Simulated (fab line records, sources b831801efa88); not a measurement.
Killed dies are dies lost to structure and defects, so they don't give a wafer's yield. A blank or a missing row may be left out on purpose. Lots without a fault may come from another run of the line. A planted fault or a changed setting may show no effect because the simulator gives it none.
Which tool did it? | flow sfq_line | 6 lots, 18 wafers sampled, at 1 step of a route of 325

WHAT THE GAUGES READ, wafer by wafer
SFQ_L0_RS_MEAS_901: measures by four-point-probe.
lot  | measured    | on            | L0_MONX_KI_RS (ohm/sq)
L519 | day 1 17:37 | film_metro-03 | 43.9 43.3 43.4
L521 | day 2 03:34 | film_metro-04 | 42.8 43.2 42.9
L531 | day 4 05:35 | film_metro-01 | 42.9 42.9 43.0
L533 | day 4 15:34 | film_metro-03 | 43.7 43.3 43.6
L537 | day 5 11:35 | film_metro-04 | 43.2 43.2 43.0
L540 | day 6 02:34 | film_metro-04 | 42.8 43.7 43.1

WHICH TOOL RAN EACH LOT (tool, then ch and the chambers of the sampled wafers, then the start)
The record holds no process step before these readings.

THE ANSWER, worked out from the rows above alone
Rule: what is usual is taken from the lots themselves. Put in order of their means at a reading, lots are off if they are a third of the lots or fewer, leave a main group of 4 or more, and stand apart from it by a gap of 3 or more times the standard deviation of the main group's means; of several such gaps the widest counts. A main group whose means are all the same, to the digits that the tables above print for the reading, isn't used. A lot without any number at a reading at which 4 lots or more have one is off too. The other lots that the step has rows for count as sound.
No lot is off at any reading shown: from this, nothing can be told.

WHAT THE SIMULATOR HAD PUT IN
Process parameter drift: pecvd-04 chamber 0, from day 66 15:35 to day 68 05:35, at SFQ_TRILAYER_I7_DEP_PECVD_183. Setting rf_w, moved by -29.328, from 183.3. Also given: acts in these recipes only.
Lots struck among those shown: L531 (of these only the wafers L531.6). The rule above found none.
